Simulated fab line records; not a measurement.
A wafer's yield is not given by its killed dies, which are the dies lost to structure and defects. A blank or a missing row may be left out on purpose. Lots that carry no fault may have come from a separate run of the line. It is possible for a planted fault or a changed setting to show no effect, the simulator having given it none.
fab line records -- flow sfq_line
record lots=6, wafers=18, last_day=81
route steps=325 shown M4@162 I4@163
lots untouched by any fault: they come from a run of this same line in which no faults occurred
start_h: hours from the record's first day to the start of the lot's first wafer shown -- wait_h: hours since the lot's step before -- " unchanged from the row above -- L1.1+2: a single row standing in for several wafers -- - no value present, or no start provided -- * or withheld: withheld -- < > ~ a bound
route shown NAME@n: NAME is a module with steps in the file, n the number in the route of the first one -- usual: the fault-free wafers' mean and standard deviation -- same: alike in all rows -- chamber/n: place in a boat -- sites: per-site readings -- _std_site: standard deviation of those values -- _edge_site: inner sites' mean taken away from outer sites' mean -- radius_mm: for every site, how far away it sits from the centre of the wafer -- mask NAME#n: copy n -- behind: the tool/chamber that last shaped the wafer -- hold: the reason the lot was held/the length of the hold in hours/how it ended -- device: the n, p or np transistor that did not switch -- end of line: the route-end tests of the same wafers -- step lacking rows: just its recipe -- killed: dies that structure and defects cost at the first sort, which is not the same as the wafer's yield -- map: per-die view of a wafer (x killed, . not killed, _ where there is no die)
set.NAME: the setting the step ran with; set.NAME@STEP: the setting that earlier step ran with -- model.NAME: the simulator's own value behind a step, which no gauge read
lots at selected steps of the route; one table per step, one row per wafer
services: from which hour (start_h, from the record's first day; less than 0 if before it) a tool's chamber was out of use, for how many hours, and why
## steps
# step SFQ_TRILAYER_M4_STRIP_SOLV_CLEAN_098
# recipe chemistry=NMP, temp_c=70, time_s=600
# step SFQ_TRILAYER_I4_DEP_PECVD_099
# recipe material=SiO2, temp_c=150, time_s=111.11, pressure_torr=2.4, rf_w=183.3, precursor=SiH4/N2O, target_thk_nm=500
# usual heater_power_w=82/8.7, throttle_valve_pct=24.7/1.1
# same time_s=111.11
lot.wafer,tool,chamber,start_h,wait_h,heater_power_w,throttle_valve_pct
L490.1,pecvd-02,2,857.16,0.0,72,24.8
L490.2,pecvd-02,1,857.16,0.0,88,27.2
L490.6,pecvd-02,1,857.16,0.0,70,27.2
L492.2,pecvd-04,2,876.17,0.0,84,23.9
L492.3,pecvd-04,1,876.17,0.0,67,25.2
L492.4,pecvd-04,1,876.17,0.0,66,25.3
L507.2,pecvd-02,0,1173.92,0.0,85,24.1
L507.4,pecvd-02,2,1173.92,0.0,72,24.5
L507.6,pecvd-02,0,1173.92,0.0,87,24.1
L509.1,pecvd-04,2,1177.52,0.0,86,24.3
L509.3,pecvd-04,1,1177.52,0.0,74,25.2
L509.6,pecvd-04,0,1177.52,0.0,90,23.3
L510.4,pecvd-04,2,1183.56,0.0,85,23.9
L510.5,pecvd-04,0,1183.56,0.0,94,23.3
L510.6,pecvd-04,1,1183.56,0.0,67,25.4
L511.2,pecvd-02,1,1294.10,0.0,89,23.4
L511.3,pecvd-02,0,1294.10,0.0,83,24.4
L511.6,pecvd-02,1,1294.10,0.0,88,23.7
# step SFQ_TRILAYER_I4_CMP_CMP_100
# recipe material=SiO2, down_force_psi=3, platen_rpm=60, pad_velocity_m_s=0.94248
# usual head_pressure_psi=3.000/0.007, motor_current_A=10.4/0.92, slurry_flow_ml_min=150.1/0.53, time_to_endpoint_s=214/8.2
lot.wafer,tool,chamber,start_h,wait_h,head_pressure_psi,motor_current_A,slurry_flow_ml_min,time_to_endpoint_s
L490.1,cmp-01,0,869.57,12.4,2.997,11.1,149.4,217
L490.2,cmp-01,1,869.57,12.4,3.003,11.4,149.9,212
L490.6,cmp-01,1,872.07,14.8,2.996,11.0,149.6,211
L492.3,cmp-01,3,884.57,8.4,3.002,11.2,149.2,214
L492.2,cmp-01,0,884.57,8.4,2.985,11.5,150.7,212
L492.4,cmp-01,2,886.07,9.8,2.995,9.5,151.2,200
L507.2,cmp-02,1,1176.20,2.2,3.000,8.4,149.5,226
L507.4,cmp-02,2,1176.20,2.2,3.011,9.4,151.0,232
L507.6,cmp-02,0,1177.70,3.7,2.997,10.6,151.0,225
L509.3,cmp-02,2,1178.70,1.1,3.003,9.5,150.4,223
L509.1,cmp-02,3,1178.70,1.1,3.005,10.3,149.4,212
L509.6,cmp-02,2,1180.70,3.1,3.003,9.9,149.7,225
L510.4,cmp-01,0,1190.60,7.0,3.002,11.2,149.3,209
L510.5,cmp-01,1,1190.60,7.0,2.998,11.6,149.7,207
L510.6,cmp-01,2,1190.60,7.0,3.008,10.2,150.2,197
L511.3,cmp-01,1,1294.68,0.5,3.002,10.9,150.3,210
L511.2,cmp-01,2,1294.68,0.5,3.006,9.6,150.4,205
L511.6,cmp-01,1,1296.68,2.5,3.000,10.8,150.5,215
# step SFQ_I4_BOW_MEAS_927
# recipe mode=bow
# usual I4_BOW=3/11
lot.wafer,tool,chamber,start_h,wait_h,I4_BOW[um]
L490.1,film_metro-02,-,872.57,2.5,10
L490.2,film_metro-02,-,872.57,2.5,-5
L490.6,film_metro-02,-,872.57,2.5,-2
L492.2,film_metro-03,-,887.59,2.0,1
L492.3,film_metro-03,-,887.59,2.0,5
L492.4,film_metro-03,-,887.59,2.0,7
L507.2,film_metro-03,-,1178.22,1.5,-9
L507.4,film_metro-03,-,1178.22,1.5,5
L507.6,film_metro-03,-,1178.22,1.5,-12
L509.1,film_metro-03,-,1181.20,1.5,17
L509.3,film_metro-03,-,1181.20,1.5,7
L509.6,film_metro-03,-,1181.20,1.5,18
L510.4,film_metro-03,-,1192.16,1.1,-3
L510.5,film_metro-03,-,1192.16,1.1,2
L510.6,film_metro-03,-,1192.16,1.1,-5
L511.2,film_metro-03,-,1297.20,1.5,-11
L511.3,film_metro-03,-,1297.20,1.5,2
L511.6,film_metro-03,-,1297.20,1.5,-2
# step SFQ_TRILAYER_I4_METRO_MEASURE_101
# usual thk_nm=199.9/1
lot.wafer,tool,chamber,start_h,wait_h,thk_nm
L490.1,film_metro-02,-,872.69,0.1,198.3
L490.2,film_metro-02,-,872.69,0.1,198.6
L490.6,film_metro-02,-,872.69,0.1,198.1
L492.2,film_metro-03,-,887.89,0.3,201.2
L492.3,film_metro-03,-,887.89,0.3,200.8
L492.4,film_metro-03,-,887.89,0.3,198.7
L507.2,film_metro-03,-,1178.52,0.3,201.4
L507.4,film_metro-03,-,1178.52,0.3,200.9
L507.6,film_metro-03,-,1178.52,0.3,200.0
L509.1,film_metro-03,-,1181.32,0.1,199.5
L509.3,film_metro-03,-,1181.32,0.1,200.7
L509.6,film_metro-03,-,1181.32,0.1,200.4
L510.4,film_metro-03,-,1192.82,0.6,201.2
L510.5,film_metro-03,-,1192.82,0.6,199.1
L510.6,film_metro-03,-,1192.82,0.6,199.4
L511.2,film_metro-03,-,1297.50,0.3,200.3
L511.3,film_metro-03,-,1297.50,0.3,199.7
L511.6,film_metro-03,-,1297.50,0.3,200.6
# step SFQ_TRILAYER_I4_VIA_LITHO_COAT_108
# recipe resist=BARC, spin_rpm=3000, resist_thk_nm=62
# step SFQ_TRILAYER_I4_VIA_LITHO_COAT_103
# recipe resist=KrF, spin_rpm=3000, resist_thk_nm=650
# step SFQ_TRILAYER_I4_VIA_LITHO_SOFTBAKE_107
# recipe temp_c=withheld, time_s=withheld, resist=KrF
# step SFQ_TRILAYER_I4_VIA_LITHO_EXPOSE_104
# recipe mask_id=I4, na=0.6, source_shape=conventional, sigma_outer=0.65, target_cd_nm=700, dose_mj=21.3
# step SFQ_TRILAYER_I4_VIA_LITHO_PEB_106
# recipe peb_temp_c=115, peb_time_s=60, resist=KrF
# step SFQ_TRILAYER_I4_VIA_LITHO_DEVELOP_105
# recipe time_s=60, resist=KrF
# step SFQ_I4_OVL_MEAS_928
# usual I4_OVL=0/5.2
lot.wafer,tool,chamber,start_h,wait_h,I4_OVL[nm]
L490.1,overlay-02,-,878.78,0.1,9
L490.2,overlay-02,-,878.78,0.1,3
L490.6,overlay-02,-,878.78,0.1,5
L492.2,overlay-01,-,904.99,0.1,-1
L492.3,overlay-01,-,904.99,0.1,2
L492.4,overlay-01,-,904.99,0.1,4
L507.2,overlay-02,-,1291.91,0.1,8
L507.4,overlay-02,-,1291.91,0.1,3
L507.6,overlay-02,-,1291.91,0.1,2
L509.1,overlay-02,-,1296.70,0.1,-8
L509.3,overlay-02,-,1296.70,0.1,-4
L509.6,overlay-02,-,1296.70,0.1,-1
L510.4,overlay-02,-,1298.05,0.1,5
L510.5,overlay-02,-,1298.05,0.1,10
L510.6,overlay-02,-,1298.05,0.1,10
L511.2,overlay-01,-,1300.75,0.1,2
L511.3,overlay-01,-,1300.75,0.1,-4
L511.6,overlay-01,-,1300.75,0.1,5
# step SFQ_TRILAYER_I4_VIA_BARC_OPEN_VIA_ETCH_146
# recipe mask_material=PR, chemistry=O2, target_depth_nm=125, target=BARC, source_w=500, bias_w=80, pressure_mtorr=30, time_s=41.7
# usual drypump_motor_current_A=5.8/0.46, oes_product_au=0.686/0.0049
# same time_s=41.7
lot.wafer,tool,chamber,start_h,wait_h,drypump_motor_current_A,oes_product_au,rf_hours_counter_h,model.KrF_of_TRILAYER_I4_VIA_LITHO_COAT_103.thk_nm
L490.1,rie_diel-03,2,878.82,0.0,6.4,0.681,7,570.3
L490.2,rie_diel-03,0,878.82,0.0,6.5,0.701,20,573.3
L490.6,rie_diel-03,1,878.82,0.0,5.6,0.680,-,571.6
L492.2,rie_diel-04,1,905.02,0.0,5.3,0.681,3,575.3
L492.3,rie_diel-04,3,905.02,0.0,5.6,0.690,14,572.8
L492.4,rie_diel-04,0,905.02,0.0,6.1,0.688,20,575.5
L507.2,rie_diel-03,1,1291.94,0.0,5.6,0.692,18,596.2
L507.4,rie_diel-03,2,1291.94,0.0,6.3,0.687,14,596.5
L507.6,rie_diel-03,1,1291.94,0.0,5.6,0.685,-,598.6
L509.1,rie_diel-02,0,1296.74,0.0,6.4,0.681,5,573.6
L509.3,rie_diel-02,2,1296.74,0.0,5.4,0.687,14,572
L509.6,rie_diel-02,3,1296.74,0.0,6.3,0.676,-,568.8
L510.4,rie_diel-03,1,1298.06,0.0,5.6,0.684,18,594.5
L510.5,rie_diel-03,2,1298.06,0.0,6.4,0.690,-,592.8
L510.6,rie_diel-03,1,1298.06,0.0,5.6,0.680,-,594.1
L511.2,rie_diel-04,3,1300.78,0.0,5.5,0.680,22,571.1
L511.3,rie_diel-04,2,1300.78,0.0,6.1,0.681,12,574
L511.6,rie_diel-04,1,1300.78,0.0,5.3,0.687,-,570.7
# step SFQ_TRILAYER_I4_VIA_ETCH_VIA_ETCH_106
# recipe target=SiO2, stop_on=Nb, mask_material=PR, taper_deg=20, chemistry=CHF3, target_depth_nm=260, source_w=500, bias_w=80, pressure_mtorr=30, time_s=withheld
# usual drypump_motor_current_A=5.8/0.46, oes_product_au=0.854/0.0055
lot.wafer,tool,chamber,start_h,wait_h,drypump_motor_current_A,oes_product_au,model.KrF_of_TRILAYER_I4_VIA_LITHO_COAT_103.thk_nm
L490.1,rie_diel-03,2,878.85,0.0,6.4,0.854,525.4
L490.2,rie_diel-03,0,878.85,0.0,6.4,0.854,527.4
L490.6,rie_diel-03,1,878.85,0.0,5.6,0.845,525.9
L492.2,rie_diel-04,1,905.05,0.0,5.4,0.855,531.2
L492.3,rie_diel-04,3,905.05,0.0,5.6,0.861,527.8
L492.4,rie_diel-04,0,905.05,0.0,6.1,0.848,532.6
L507.2,rie_diel-03,1,1291.98,0.0,5.5,0.863,550.9
L507.4,rie_diel-03,2,1291.98,0.0,6.4,0.862,552.1
L507.6,rie_diel-03,1,1291.98,0.0,5.6,0.865,553.6
L509.1,rie_diel-02,0,1296.78,0.0,6.4,0.862,528.8
L509.3,rie_diel-02,2,1296.78,0.0,5.4,0.853,527.9
L509.6,rie_diel-02,3,1296.78,0.0,6.3,0.849,523.2
L510.4,rie_diel-03,1,1298.10,0.0,5.6,0.858,549.4
L510.5,rie_diel-03,2,1298.10,0.0,6.4,0.856,548.4
L510.6,rie_diel-03,1,1298.10,0.0,5.6,0.855,549.1
L511.2,rie_diel-04,3,1300.82,0.0,5.6,0.860,526.2
L511.3,rie_diel-04,2,1300.82,0.0,6.1,0.846,530.4
L511.6,rie_diel-04,1,1300.82,0.0,5.3,0.864,525.9
# step SFQ_TRILAYER_I4_VIA_STRIP_STRIP_107
# recipe gas=O2, power_w=200, platen_temp_c=40, overash_fraction=0.65, chemistry=O2, pressure_mtorr=50
# usual drypump_motor_current_A=6.0/0.41, oes_product_au=1.003/0.009
lot.wafer,tool,chamber,start_h,wait_h,drypump_motor_current_A,oes_product_au,rf_hours_counter_h
L490.1,rie_metal-04,0,878.97,-,6.3,1.006,40
L490.2,rie_metal-04,1,878.97,-,5.7,1.011,139
L490.6,rie_metal-04,0,878.97,-,6.3,1.005,-
L492.2,rie_metal-02,1,905.17,-,5.2,0.998,126
L492.3,rie_metal-02,0,905.17,-,6.5,0.998,-
L492.4,rie_metal-02,1,905.17,-,5.2,0.980,-
L507.2,rie_metal-04,1,1292.09,-,5.7,0.999,49
L507.4,rie_metal-04,0,1292.09,-,6.3,1.012,-
L507.6,rie_metal-04,1,1292.09,-,5.7,1.002,-
L509.1,rie_metal-04,1,1296.89,-,5.7,1.012,49
L509.3,rie_metal-04,0,1296.89,-,6.3,1.008,-
L509.6,rie_metal-04,1,1296.89,-,5.7,0.997,-
L510.4,rie_metal-03,0,1298.42,-,5.5,0.995,-
L510.5,rie_metal-03,1,1298.42,-,6.3,1.012,-
L510.6,rie_metal-03,0,1298.42,-,5.5,0.983,-
L511.2,rie_metal-03,1,1300.94,-,6.3,1.020,32
L511.3,rie_metal-03,0,1300.94,-,5.5,0.993,-
L511.6,rie_metal-03,1,1300.94,-,6.3,1.020,-
## services
tool,chamber,start_h,hours,kind
cmp-01,-,917.90,2.6,repair
film_metro-03,-,937.36,0.5,pm
rie_diel-04,-,946.53,0.5,repair
cmp-01,-,962.46,8.4,pm
film_metro-03,-,977.33,1.2,pm
rie_diel-03,-,989.64,0.6,repair
rie_diel-03,-,999.07,0.7,repair
rie_diel-03,1,1031.15,6.3,repair
film_metro-03,-,1047.35,1.1,pm
rie_diel-04,-,1081.86,2.8,pm
cmp-01,-,1085.00,10.8,pm
rie_diel-04,-,1088.04,1.1,repair
cmp-01,-,1095.82,4.0,pm
cmp-01,-,1116.40,5.4,pm
cmp-01,-,1132.17,1.5,repair
cmp-01,-,1135.78,2.1,repair
rie_diel-04,1,1144.78,9.7,repair
film_metro-03,-,1182.52,0.4,pm
film_metro-03,-,1222.33,1.6,pm
rie_diel-03,0,1242.92,4.4,repair
rie_diel-03,2,1248.76,3.5,repair
rie_diel-03,0,1249.19,4.9,repair
rie_diel-03,3,1254.10,6.9,repair
film_metro-03,-,1292.35,0.7,pm
## key
first_sign none at tools or gauges
model_effect step=SFQ_TRILAYER_I4_VIA_BARC_OPEN_VIA_ETCH_146, value=KrF_of_TRILAYER_I4_VIA_LITHO_COAT_103.thk_nm, without=575.2, struck=595.5
model_effect step=SFQ_TRILAYER_I4_VIA_ETCH_VIA_ETCH_106, value=KrF_of_TRILAYER_I4_VIA_LITHO_COAT_103.thk_nm, without=530.4, struck=550.6
met_at SFQ_TRILAYER_I4_VIA_BARC_OPEN_VIA_ETCH_146
struck_wafers L507.2,L507.4,L507.6,L510.4,L510.5,L510.6
onset_between 878.82 1291.94
fault kind=process_parameter_drift, tool=rie_diel-03, chamber=-, onset_h=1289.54, steps=SFQ_TRILAYER_I4_VIA_BARC_OPEN_VIA_ETCH_146, channel=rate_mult, offset=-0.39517, shape=step, end_h=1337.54
